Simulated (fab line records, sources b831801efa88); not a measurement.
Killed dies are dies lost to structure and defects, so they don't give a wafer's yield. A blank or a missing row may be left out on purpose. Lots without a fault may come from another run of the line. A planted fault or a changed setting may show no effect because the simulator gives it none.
fab line records | flow sky130
record lots=5 wafers=15 last_day=50
route steps=708 shown VIA2@510 METAL3@532 CAPM@537 PAD_OPEN@708
lots that met no fault: from a run of the same line without faults
start_h: hours from the record's first day to the start of the lot's first wafer shown | wait_h: hours since the lot's step before | " the same as in the row above | L1.1+2: a row that stands for several wafers | - no value, or no start given | * or withheld: withheld | < > ~ a bound
route shown NAME@n: a module of which the file shows steps, and the number in the route of the first | usual: mean/standard deviation of fault-free wafers | same: alike in all rows | chamber/n: place in a boat | sites: the reading at each site | _std_site: their standard deviation | _edge_site: outer sites' mean less inner sites' | radius_mm: how far each site lies from the wafer's centre | mask NAME#n: copy n | behind: the tool/chamber that last shaped the wafer | hold: why the lot was held/for how many hours/how that ended | device: the transistor (n, p or np) that didn't switch | end of line: the same wafers' tests at the end of the route | a step without rows: its recipe alone | killed: dies lost to structure and defects at the first sort, not the wafer's yield | map: a wafer's dies, x killed, . not, _ none there
set.NAME: the setting as run; set.NAME@STEP: as run at that earlier step | model.NAME: the simulator's own value behind a step, which no gauge read
lots at some steps of the route; a table a step, a row a wafer
services: from which hour (start_h, from the record's first day; less than 0 if before it) a tool's chamber was out of use, for how many hours, and why
## steps
# step SKY_VIA2_BOW_MEAS_03
# recipe mode=bow
# usual VIA2_BOW=85/7.2
# columns lot.wafer tool chamber start_h wait_h VIA2_BOW[um]
L969.1 film_metro-02 - 855.01 0.1 86
L969.4 " - " " 84
L969.6 " - " " 85
L974.1 film_metro-02 - 880.32 0.2 89
L974.3 " - " " 81
L974.5 " - " " 81
L987.3 film_metro-02 - 968.42 0.3 78
L987.5 " - " " 74
L987.6 " - " " 100
L989.2 film_metro-03 - 983.21 0.1 76
L989.4 " - " " 87
L989.6 " - " " 94
L990.1 film_metro-02 - 987.82 0.1 98
L990.5 " - " " 78
L990.6 " - " " 77
# step SKY_VIA2_DEHYDRATE_04
# recipe temp_c=200 time_s=60
# step SKY_VIA2_HMDS_05
# recipe prime_time_s=60 prime_temp_c=120
# step SKY_VIA2_COAT_06
# recipe resist=BARC temp_c=withheld time_s=withheld spin_rpm=3000 resist_thk_nm=60
# step SKY_VIA2_COAT_07
# recipe resist=KrF-thick spin_rpm=3000 resist_thk_nm=450
# step SKY_VIA2_SOFTBAKE_08
# recipe temp_c=100 time_s=90 resist=KrF-thick
# step SKY_VIA2_EXPOSE_09
# recipe mask_id=VIM2 na=0.8 source_shape=annular sigma_inner=0.55 sigma_outer=0.85 target_cd_nm=200 dose_mj=38
# step SKY_VIA2_PEB_10
# recipe peb_temp_c=withheld peb_time_s=withheld resist=KrF-thick
# step SKY_VIA2_DEVELOP_11
# recipe develop_time_s=60 resist=KrF-thick dev_temp_c=21
# step SKY_VIA2_CD_MEAS_12
# recipe target_cd_nm=200
# usual cd_nm=199.9/1.5
# columns lot.wafer tool chamber start_h wait_h cd_nm
L969.1 cd_sem-01 - 880.86 - 199.6
L969.4 " - " " 198.6
L969.6 " - " " 199.7
L974.1 cd_sem-01 - 905.66 - 199.4
L974.3 " - " " 199.5
L974.5 " - " " 201.4
L987.3 cd_sem-02 - 992.35 - 199.2
L987.5 " - " " 199.4
L987.6 " - " " 199.2
L989.2 cd_sem-01 - 1007.03 - 201.3
L989.4 " - " " 200.8
L989.6 " - " " 202.0
L990.1 cd_sem-01 - 1011.44 - 196.9
L990.5 " - " " 198.4
L990.6 " - " " 199.0
# step SKY_VIA2_OVL_MEAS_13
# usual VIA2_OVL=-1/5.2
# columns lot.wafer tool chamber start_h wait_h VIA2_OVL[nm]
L969.1 overlay-01 - 880.98 0.1 0
L969.4 " - " " -1
L969.6 " - " " -2
L974.1 overlay-01 - 905.78 0.1 9
L974.3 " - " " 5
L974.5 " - " " 0
L987.3 overlay-02 - 992.44 0.1 6
L987.5 " - " " -4
L987.6 " - " " -2
L989.2 overlay-01 - 1007.14 0.1 -2
L989.4 " - " " -7
L989.6 " - " " -10
L990.1 overlay-02 - 1011.56 0.1 -3
L990.5 " - " " -2
L990.6 " - " " 2
# step SKY_VIA2_ETCH_14
# recipe chemistry=N2/H2 target=BARC ion_energy_ev=200 source_w=500 bias_w=100 pressure_mtorr=30 n2_flow_sccm=100 h2_flow_sccm=200 stop_on=SiO2 time_s=45.9 target_depth_a=600
# usual drypump_motor_current_A=5.55/0.26 oes_product_au=0.855/0.0046 throttle_valve_pct=13.226/0.0091
# columns lot.wafer tool chamber start_h wait_h drypump_motor_current_A oes_product_au rf_hours_counter_h throttle_valve_pct
L969.1 rie_diel-04 1 881.01 0.0 5.18 0.850 27 13.236
L969.4 " 0 " " 5.30 0.858 19 13.233
L969.6 " 3 " " 5.45 0.857 - 13.217
L974.1 rie_diel-04 2 905.82 0.0 5.77 0.854 10 13.214
L974.3 " 3 " " 5.42 0.869 16 13.227
L974.5 " 0 " " 5.30 0.856 - 13.228
L987.3 rie_diel-01 3 992.47 0.0 5.41 0.854 8 13.218
L987.5 " 0 " " 5.85 0.850 - 13.218
L987.6 " 1 " " 5.58 0.853 - 13.223
L989.2 rie_diel-04 3 1007.17 0.0 5.44 0.847 19 13.228
L989.4 " 0 " " 5.31 0.856 24 13.231
L989.6 " 2 " " 5.73 0.851 - 13.230
L990.1 rie_diel-04 1 1011.60 0.0 5.15 0.851 3 13.235
L990.5 " 1 " " 5.18 0.848 - 13.241
L990.6 " 0 " " 5.32 0.853 - 13.235
# step SKY_VIA2_ETCH_15
# recipe target=SiO2 chemistry=C4F8/O2/Ar target_depth_nm=546 stop_on=TiN mask_material=KrF-thick source_w=1500 bias_w=1200 pressure_mtorr=40 c4f8_flow_sccm=withheld O2_flow_sccm=6 Ar_flow_sccm=300 time_s=84
# usual oes_product_au=0.941/0.0046
# columns lot.wafer tool chamber start_h wait_h oes_product_au rf_hours_counter_h
L969.1 rie_diel-04 1 881.05 0.0 0.944 27
L969.4 " 0 " " 0.933 19
L969.6 " 3 " " 0.943 -
L974.1 rie_diel-04 2 905.86 0.0 0.936 10
L974.3 " 3 " " 0.942 16
L974.5 " 0 " " 0.938 -
L987.3 rie_diel-01 3 992.51 0.0 0.937 8
L987.5 " 0 " " 0.937 -
L987.6 " 1 " " 0.940 -
L989.2 rie_diel-04 3 1007.21 0.0 0.943 19
L989.4 " 0 " " 0.938 24
L989.6 " 2 " " 0.945 -
L990.1 rie_diel-04 1 1011.64 0.0 0.939 3
L990.5 " 1 " " 0.942 -
L990.6 " 0 " " 0.938 -
# step SKY_VIA2_STRIP_16
# recipe chemistry=O2/N2 power_w=1400 pressure_mtorr=1500 platen_temp_c=withheld o2_flow_sccm=3000 n2_flow_sccm=300 overash_fraction=0.5
# step SKY_VIA2_STRIP_17
# recipe chemistry=post_etch_residue_remover time_s=1200 temp_c=72.5
# step SKY_VIA2_CLEAN_18
# recipe chemistry=IPA time_s=180 temp_c=25
# step SKY_VIA2_CLEAN_19
# recipe chemistry=O3/DIW dry=n2_spin
# step SKY_VIA2_SPUTTER_20
# recipe material=TiN target_thk_nm=20 chamber_pressure_pa=5 power_w=4000 time_s=80
# step SKY_VIA2_CVD_21
# recipe material=W target_thk_nm=420 time_s=126.4 temp_c=400 pressure_torr=40
# step SKY_VIA2_RS_MEAS_22
# recipe thk_meas_gauge=four-point-probe reads=W_of_VIA2_CVD_21+TiN_of_VIA2_SPUTTER_20
# usual VIA2_W_RS=0.270/0.0031
# columns lot.wafer tool chamber start_h wait_h VIA2_W_RS[ohm/sq]
L969.1 film_metro-02 - 881.94 0.1 0.272
L969.4 " - " " 0.272
L969.6 " - " " 0.272
L974.1 film_metro-02 - 906.79 0.1 0.273
L974.3 " - " " 0.277
L974.5 " - " " 0.274
L987.3 film_metro-02 - 993.41 0.1 0.269
L987.5 " - " " 0.270
L987.6 " - " " 0.269
L989.2 film_metro-02 - 1008.08 0.1 0.270
L989.4 " - " " 0.269
L989.6 " - " " 0.268
L990.1 film_metro-03 - 1012.49 0.1 0.265
L990.5 " - " " 0.270
L990.6 " - " " 0.265
# step SKY_VIA2_THK_MEAS_23
# recipe thk_meas_gauge=xrf reads=W_of_VIA2_CVD_21
# usual VIA2_W_THK=455/9.6
# columns lot.wafer tool chamber start_h wait_h VIA2_W_THK[nm]
L969.1 film_metro-02 - 882.06 0.1 461
L969.4 " - " " 464
L969.6 " - " " 461
L974.1 film_metro-02 - 906.91 0.1 448
L974.3 " - " " 442
L974.5 " - " " 449
L987.3 film_metro-02 - 993.51 0.1 467
L987.5 " - " " 468
L987.6 " - " " 471
L989.2 film_metro-02 - 1008.19 0.1 460
L989.4 " - " " 460
L989.6 " - " " 464
L990.1 film_metro-03 - 1012.61 0.1 467
L990.5 " - " " 458
L990.6 " - " " 470
# step SKY_VIA2_CMP_24
# recipe stop_on=SiO2 t_overpolish_s=20 down_force_psi=3.5 platen_rpm=60 target_thk_nm=0 pad_velocity_m_s=0.94248
# step SKY_METAL3_SPUTTER_00
# recipe material=Ti target_thk_nm=15 power_w=3000 time_s=10 chamber_pressure_pa=0.4
# usual throttle_valve_pct=29.8/1.2
# columns lot.wafer tool chamber start_h wait_h throttle_valve_pct
L969.1 pvd_sputter-02 - 882.42 0.2 30.4
L969.4 " - " " 30.1
L969.6 " - " " 30.9
L974.1 pvd_sputter-02 - 907.27 0.2 31.0
L974.3 " - " " 31.7
L974.5 " - " " 31.2
L987.3 pvd_sputter-01 - 993.85 0.2 29.5
L987.5 " - " " 28.7
L987.6 " - " " 31.1
L989.2 pvd_sputter-01 - 1008.54 0.2 27.9
L989.4 " - " " 31.4
L989.6 " - " " 31.4
L990.1 pvd_sputter-03 - 1012.97 0.2 31.4
L990.5 " - " " 29.3
L990.6 " - " " 29.7
# step SKY_METAL3_SPUTTER_01
# recipe material=TiN target_thk_nm=20 power_w=6500 time_s=16.7 chamber_pressure_pa=0.4
# usual throttle_valve_pct=29.8/1.2
# columns lot.wafer tool chamber start_h wait_h throttle_valve_pct
L969.1 pvd_sputter-02 - 882.44 0.0 30.1
L969.4 " - " " 30.2
L969.6 " - " " 30.8
L974.1 pvd_sputter-02 - 907.29 0.0 30.8
L974.3 " - " " 31.3
L974.5 " - " " 31.5
L987.3 pvd_sputter-01 - 993.87 0.0 29.9
L987.5 " - " " 28.7
L987.6 " - " " 31.3
L989.2 pvd_sputter-01 - 1008.56 0.0 28.0
L989.4 " - " " 31.5
L989.6 " - " " 31.3
L990.1 pvd_sputter-03 - 1012.99 0.0 31.3
L990.5 " - " " 28.9
L990.6 " - " " 29.4
# step SKY_METAL3_SPUTTER_02
# recipe material=AlCu target_thk_nm=735 power_w=10600 time_s=39.1 chamber_pressure_pa=0.4
# usual throttle_valve_pct=29.8/1.2
# columns lot.wafer tool chamber start_h wait_h throttle_valve_pct
L969.1 pvd_sputter-02 - 882.47 0.0 30.3
L969.4 " - " " 30.1
L969.6 " - " " 30.8
L974.1 pvd_sputter-02 - 907.31 0.0 31.0
L974.3 " - " " 31.6
L974.5 " - " " 31.5
L987.3 pvd_sputter-01 - 993.90 0.0 30.0
L987.5 " - " " 28.8
L987.6 " - " " 31.4
L989.2 pvd_sputter-01 - 1008.58 0.0 28.0
L989.4 " - " " 31.5
L989.6 " - " " 31.5
L990.1 pvd_sputter-03 - 1013.02 0.0 31.1
L990.5 " - " " 29.1
L990.6 " - " " 29.5
# step SKY_METAL3_SPUTTER_03
# recipe material=Ti target_thk_nm=5 power_w=3000 time_s=3.3 chamber_pressure_pa=0.4
# step SKY_METAL3_SPUTTER_04
# recipe material=TiN target_thk_nm=70 power_w=6500 time_s=58.3 chamber_pressure_pa=0.4
# usual throttle_valve_pct=29.8/1.2
# columns lot.wafer tool chamber start_h wait_h throttle_valve_pct
L969.1 pvd_sputter-02 - 882.53 0.0 30.4
L969.4 " - " " 30.4
L969.6 " - " " 30.9
L974.1 pvd_sputter-02 - 907.37 0.0 30.5
L974.3 " - " " 31.7
L974.5 " - " " 31.6
L987.3 pvd_sputter-01 - 993.96 0.0 29.9
L987.5 " - " " 28.5
L987.6 " - " " 31.7
L989.2 pvd_sputter-01 - 1008.64 0.0 28.0
L989.4 " - " " 31.3
L989.6 " - " " 31.5
L990.1 pvd_sputter-03 - 1013.07 0.0 31.6
L990.5 " - " " 29.2
L990.6 " - " " 29.7
# step SKY_CAPM_CVD_00
# recipe material=SiO2 target_thk_nm=15.5 temp_c=400 time_s=withheld rf_w=450
# step SKY_CAPM_THK_MEAS_01
# recipe reads=SiO2_of_CAPM_CVD_00
# usual CAPM_CVD_00_THK=15.55/0.26
# columns lot.wafer tool chamber start_h wait_h CAPM_CVD_00_THK[nm]
L969.1 film_metro-02 - 882.60 - 15.87
L969.4 " - " " 15.80
L969.6 " - " " 15.76
L974.1 film_metro-02 - 907.44 - 15.60
L974.3 " - " " 15.24
L974.5 " - " " 16.07
L987.3 film_metro-02 - 994.05 - 15.27
L987.5 " - " " 15.40
L987.6 " - " " 15.64
L989.2 film_metro-01 - 1008.72 - 15.26
L989.4 " - " " 15.45
L989.6 " - " " 15.93
L990.1 film_metro-01 - 1013.15 - 14.89
L990.5 " - " " 15.31
L990.6 " - " " 15.59
# step SKY_CAPM_SPUTTER_02
# recipe material=TiN target_thk_nm=200 temp_c=300 power_w=6500 time_s=166.7 chamber_pressure_pa=0.4
# step SKY_CAPM_RS_MEAS_03
# recipe thk_meas_gauge=four-point-probe reads=TiN_of_CAPM_SPUTTER_02
# usual CAPM_TIN_RS=6.96/0.089
# columns lot.wafer tool chamber start_h wait_h CAPM_TIN_RS[ohm/sq]
L969.1 film_metro-01 - 882.77 0.1 7.03
L969.4 " - " " 6.92
L969.6 " - " " 7.05
L974.1 film_metro-03 - 907.61 0.1 6.83
L974.3 " - " " 6.94
L974.5 " - " " 6.90
L987.3 film_metro-02 - 994.24 0.1 7.14
L987.5 " - " " 7.06
L987.6 " - " " 6.94
L989.2 film_metro-02 - 1008.90 0.1 6.91
L989.4 " - " " 6.92
L989.6 " - " " 7.02
L990.1 film_metro-02 - 1013.32 0.1 6.79
L990.5 " - " " 6.80
L990.6 " - " " 6.87
# step SKY_CAPM_THK_MEAS_04
# recipe thk_meas_gauge=xrf reads=TiN_of_CAPM_SPUTTER_02
# usual CAPM_TIN_THK=198.3/2.8
# columns lot.wafer tool chamber start_h wait_h CAPM_TIN_THK[nm]
L969.1 film_metro-01 - 882.89 0.1 197.0
L969.4 " - " " 201.4
L969.6 " - " " 197.5
L974.1 film_metro-03 - 907.73 0.1 199.5
L974.3 " - " " 196.8
L974.5 " - " " 197.8
L987.3 film_metro-02 - 994.34 0.1 194.7
L987.5 " - " " 195.5
L987.6 " - " " 200.5
L989.2 film_metro-02 - 1009.01 0.1 199.9
L989.4 " - " " 200.1
L989.6 " - " " 197.1
L990.1 film_metro-02 - 1013.44 0.1 202.8
L990.5 " - " " 203.8
L990.6 " - " " 201.8
# step SKY_CAPM_DEHYDRATE_05
# recipe temp_c=200 time_s=60
# step SKY_CAPM_HMDS_06
# recipe prime_time_s=60 prime_temp_c=120
# step SKY_CAPM_COAT_07
# recipe resist=NOVOLAK spin_rpm=3000 resist_thk_nm=1140
# step SKY_CAPM_SOFTBAKE_08
# recipe temp_c=90 time_s=60 resist=NOVOLAK
# step SKY_CAPM_EXPOSE_09
# recipe mask_id=CAPM na=0.6 source_shape=conventional sigma_outer=0.6 polarization=unpolarized target_cd_nm=1000 dose_mj=159
# step SKY_CAPM_PEB_10
# recipe temp_c=withheld time_s=* resist=NOVOLAK
# step SKY_CAPM_DEVELOP_11
# recipe resist=NOVOLAK developer=TMAH develop_time_s=60 dev_temp_c=23
# step SKY_CAPM_OVL_MEAS_12
# usual CAPM_OVL=0.3/1.4
# columns lot.wafer tool chamber start_h wait_h CAPM_OVL[nm]
L969.1 overlay-02 - 907.86 0.1 1.1
L969.4 " - " " 0.8
L969.6 " - " " 2.8
L974.1 overlay-01 - 932.76 0.1 -2.6
L974.3 " - " " -0.9
L974.5 " - " " -1.7
L987.3 overlay-02 - 1017.11 0.1 3.4
L987.5 " - " " 2.7
L987.6 " - " " 3.1
L989.2 overlay-02 - 1031.50 0.1 -0.6
L989.4 " - " " 1.1
L989.6 " - " " -0.6
L990.1 overlay-02 - 1036.84 0.1 -0.8
L990.5 " - " " 0.1
L990.6 " - " " -0.7
# step SKY_CAPM_METAL_ETCH_13
# recipe target_depth_nm=220 stop_on=SiO2 chemistry=Cl2/BCl3 target=TiN pressure_mtorr=10 icp_w=900 bias_w=48.5 Cl2_flow_sccm=60 bcl3_flow_sccm=30 time_s=62.9
# step SKY_CAPM_STRIP_14
# recipe chemistry=O2/N2 power_w=1400 pressure_mtorr=1500 platen_temp_c=withheld o2_flow_sccm=3000 n2_flow_sccm=300 overash_fraction=0.5
# step SKY_PAD_OPEN_PROBE_99
# usual defect_limited_yield=82.4/2 killed_at_M0_to_M3=43/6.7 killed_at_M4_up=3.2/2.1 killed_at_contacts=25/5.9 killed_at_front_end=16/4.7 killed_at_other=0.3/0.54 killed_dies=87/9.8 killed_open=47/6.7 killed_short=40/6.5 sort_bin_3_pad_short=0.9/0.45 sort_bin_5_function=10.5/1.5 sort_bin_6_memory=6.2/1.2 sort_n_pass=405/9.8 sort_yield_pct=82.4/2
# same gross_dies=492 killed_at_back_side=0 sort_bin_4_leakage[%]=0 sort_bin_8_speed[%]=0
# columns lot.wafer tool chamber start_h wait_h defect_limited_yield[%] killed_at_M0_to_M3 killed_at_M4_up killed_at_contacts killed_at_front_end killed_at_other killed_dies killed_open killed_short sort_bin_3_pad_short[%] sort_bin_5_function[%] sort_bin_6_memory[%] sort_n_pass sort_yield_pct[%] model.etest.tester.sort_n_pass model.etest.tester.sort_yield_pct model.etest.tester.sort_bin_5_pct model.etest.tester.sort_bin_3_pct
L969.1 prober-01 - 1106.25 0.1 79.5 57 2 19 23 0 101 53 48 0.8 11.2 8.5 391 79.5 391 79.47 11.18 0.813
L969.4 prober-01 - 1106.40 0.2 81.3 38 2 25 26 1 92 41 51 2.2 10.6 5.9 400 81.3 400 81.3 10.57 2.236
L969.6 prober-01 - 1106.50 0.2 82.1 40 6 23 19 0 88 44 44 1.2 7.7 8.9 404 82.1 404 82.11 7.724 1.22
L974.1 prober-01 - 1126.71 0.1 77.2 81 2 17 12 0 112 31 33 1.4 14.2 7.1 380 77.2 380 77.24 14.23 1.423
L974.3 prober-01 - 1126.81 0.2 82.5 40 3 22 20 1 86 39 45 1.2 11.2 5.1 406 82.5 406 82.52 11.18 1.22
L974.5 prober-01 - 1126.91 0.2 83.7 45 3 22 10 0 80 44 34 0.8 10.6 4.9 412 83.7 412 83.74 10.57 0.813
L987.3 prober-02 - 1188.95 0.2 82.1 48 7 17 16 0 88 41 47 1.0 11.6 5.3 404 82.1 404 82.11 11.59 1.016
L987.5 prober-02 - 1189.05 0.2 88.2 24 3 19 12 0 58 40 18 0.8 7.5 3.5 434 88.2 434 88.21 7.52 0.813
L987.6 prober-02 - 1189.10 0.2 81.5 38 11 22 20 0 91 46 45 0.6 12.4 5.5 401 81.5 401 81.5 12.4 0.6098
L989.2 prober-02 - 1199.00 0.1 79.1 59 2 32 10 0 103 56 47 0.2 12.8 7.9 389 79.1 389 79.06 12.8 0.2033
L989.4 prober-02 - 1199.10 0.2 85.6 28 0 27 14 2 71 35 36 1.0 7.7 5.7 421 85.6 421 85.57 7.724 1.016
L989.6 prober-02 - 1199.20 0.2 81.5 37 3 25 25 1 91 52 39 1.2 11.0 6.3 401 81.5 401 81.5 10.98 1.22
L990.1 prober-01 - 1201.83 0.1 81.1 50 3 24 16 0 93 55 37 0.8 9.6 8.5 399 81.1 399 81.1 9.553 0.813
L990.5 prober-01 - 1202.03 0.2 81.7 42 1 29 18 0 90 52 38 0 9.3 8.9 402 81.7 402 81.71 9.35 0
L990.6 prober-01 - 1202.08 0.2 85.4 42 1 17 12 0 72 44 28 0.2 10.0 4.5 420 85.4 420 85.37 9.959 0.2033
# killed by level:class
L969.1 VIA1:geometric_particle:open=18 METAL2:geometric_particle:short=10 FIELD_ISO:geometric_particle:open=9 VIA1:geometric_particle:short=6 LOCAL_INTERCONNECT:geometric_particle:short=5 FIELD_ISO:geometric_particle:short=4 LI_CONTACT:geometric_particle:open=4 CONTACT:geometric_particle:short=4
L969.4 VIA1:geometric_particle:open=9 VIA1:geometric_particle:short=9 POLY_GATE:geometric_particle:open=7 SPACER:geometric_particle:short=7 LI_CONTACT:geometric_particle:short=6 CONTACT:geometric_particle:open=6 FIELD_ISO:geometric_particle:short=5 CONTACT:geometric_particle:short=5
L969.6 LI_CONTACT:geometric_particle:open=9 VIA1:geometric_particle:open=8 FIELD_ISO:geometric_particle:short=7 VIA2:geometric_particle:open=6 VIA1:geometric_particle:short=6 FIELD_ISO:geometric_particle:open=5 CONTACT:geometric_particle:open=5 METAL1:geometric_particle:short=5
L974.1 VIA2:unspecified=47 VIA1:geometric_particle:open=9 CONTACT:geometric_particle:open=6 VIA1:geometric_particle:short=6 VIA2:geometric_particle:open=5 METAL1:geometric_particle:short=4 FIELD_ISO:geometric_particle:short=3 POLY_GATE:geometric_particle:open=3
L974.3 VIA1:geometric_particle:short=9 POLY_GATE:geometric_particle:short=8 CONTACT:geometric_particle:open=8 POLY_GATE:geometric_particle:open=5 LOCAL_INTERCONNECT:geometric_particle:short=5 VIA1:geometric_particle:open=5 VIA2:geometric_particle:open=4 METAL1:geometric_particle:short=4
L974.5 LI_CONTACT:geometric_particle:open=10 METAL2:geometric_particle:short=9 CONTACT:geometric_particle:open=8 VIA3:geometric_particle:open=8 VIA1:geometric_particle:open=6 METAL3:geometric_particle:short=4 METAL1:geometric_particle:short=3 VIA1:geometric_particle:short=3
L987.3 METAL1:geometric_particle:short=9 VIA2:geometric_particle:open=9 CONTACT:geometric_particle:open=7 METAL4:geometric_particle:short=7 VIA1:geometric_particle:open=5 VIA3:geometric_particle:open=5 POLY_GATE:geometric_particle:open=4 CONTACT:geometric_particle:short=4
L987.5 LI_CONTACT:geometric_particle:open=12 VIA1:geometric_particle:open=7 CONTACT:geometric_particle:open=6 FIELD_ISO:geometric_particle:open=3 POLY_GATE:geometric_particle:short=3 POLY_GATE:geometric_particle:open=3 VIA2:geometric_particle:open=3 METAL1:geometric_particle:short=3
L987.6 CONTACT:geometric_particle:open=10 VIA1:geometric_particle:open=10 METAL2:geometric_particle:short=8 METAL4:geometric_particle:short=7 FIELD_ISO:geometric_particle:open=6 POLY_GATE:geometric_particle:short=5 POLY_GATE:geometric_particle:open=5 FIELD_ISO:geometric_particle:short=4
L989.2 VIA1:geometric_particle:open=16 LI_CONTACT:geometric_particle:open=10 CONTACT:geometric_particle:open=10 VIA2:geometric_particle:open=9 METAL2:geometric_particle:short=6 CONTACT:geometric_particle:short=5 METAL1:geometric_particle:short=5 VIA1:geometric_particle:short=5
L989.4 VIA1:geometric_particle:open=10 CONTACT:geometric_particle:open=8 POLY_GATE:geometric_particle:open=5 CONTACT:geometric_particle:short=5 VIA1:geometric_particle:short=5 FIELD_ISO:geometric_particle:short=4 POLY_GATE:geometric_particle:short=4 LI_CONTACT:geometric_particle:open=4
L989.6 LI_CONTACT:geometric_particle:open=11 VIA1:geometric_particle:open=8 VIA2:geometric_particle:open=8 POLY_GATE:geometric_particle:short=7 POLY_GATE:geometric_particle:open=5 VIA1:geometric_particle:short=5 LOCAL_INTERCONNECT:geometric_particle:short=5 CONTACT:geometric_particle:open=5
L990.1 VIA1:geometric_particle:open=17 CONTACT:geometric_particle:open=9 FIELD_ISO:geometric_particle:short=7 VIA2:geometric_particle:open=7 LI_CONTACT:geometric_particle:open=6 VIA3:geometric_particle:open=6 VIA1:geometric_particle:short=5 METAL2:geometric_particle:short=5
L990.5 CONTACT:geometric_particle:open=10 POLY_GATE:geometric_particle:open=9 VIA1:geometric_particle:open=9 LI_CONTACT:geometric_particle:open=7 METAL1:geometric_particle:short=7 LOCAL_INTERCONNECT:geometric_particle:short=6 METAL2:geometric_particle:short=6 VIA2:geometric_particle:open=5
L990.6 VIA1:geometric_particle:open=11 LI_CONTACT:geometric_particle:open=8 VIA3:geometric_particle:open=8 CONTACT:geometric_particle:open=5 VIA1:geometric_particle:short=5 POLY_GATE:geometric_particle:short=4 VIA2:geometric_particle:open=3 METAL2:geometric_particle:open=3
# map L974.1 (x killed, . not)
__________xx.....x.._________
________.........x..x._______
______..x..x..x.......x._____
_____....x.x.............____
____...x.............xx...___
___x...x.......x...x.......__
__x.......x.x...xxxxx......._
_.x.......x.....xxxxxxx...x..
_......x.x.....xxxxxxxxxx..xx
_.x............x.xxxxxxx....x
_x..x..........x..xxxxx......
_....x..x...x..xx.xxxx.....xx
_x.x.xx........x..xxx...x....
_.................xx.........
_......x...........x....x....
__...x...........x..x..x...._
___x...x..x................__
____x..x..............xx..___
_____..................xx____
______.x...x........x..._____
________.....xx..x...._______
__________.........._________
# map L989.2 (x killed, . not)
__________xxxxx...x._________
________.........x...._______
______.x.x...x...x......_____
_____.........x......x...____
____x..x..........x......x___
___..xx.x............xx....__
__...xx........x...x.x.....x_
_..xxx..x.........x.....xx...
_...x.x........x.......x.x...
_.........................x..
_..........x.x....x.x....x...
_.........x..x..xx...xx...x..
_..x.x...x...xx.x..........x.
_........................xx..
_.........x.....x.x.....x...x
__...x.....x....x..x...xx.x._
___....x......xx.x.x.......__
____.x...xx..x..x..x.xx.x.___
_____.......x...xx...x.x.____
______xx...x.x.x.....xxx_____
________.......x......_______
__________......x..._________
## services
# columns tool chamber start_h hours kind
rie_diel-01 2 862.75 21.8 repair
rie_diel-01 3 881.58 6.9 repair
pvd_sputter-01 - 890.16 9.0 repair
rie_diel-04 1 909.49 - clean
rie_diel-04 1 909.49 12.5 scheduled_down
rie_diel-04 1 909.49 12.5 vent_cycle
rie_diel-04 - 928.19 14.6 pm
rie_diel-01 - 932.83 2.8 pm
rie_diel-04 2 964.68 4.3 repair
## key
first_sign step=SKY_PAD_OPEN_PROBE_99 reading=killed_at_M0_to_M3 direction=up sigmas=5.6 usual=43 struck=81
effect step=SKY_PAD_OPEN_PROBE_99 reading=defect_limited_yield direction=down sigmas=2.6 usual=82.4 struck=77.2
model_effect step=SKY_PAD_OPEN_PROBE_99 value=etest.tester.sort_n_pass without=422 struck=380
met_at SKY_VIA2_ETCH_15
struck_wafers L974.1
fault kind=chamber_particle_source tool=rie_diel-04 chamber=2 onset_h=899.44 steps=SKY_VIA2_ETCH_15 rate_per_visit_cm2=0.64936 end_h=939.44
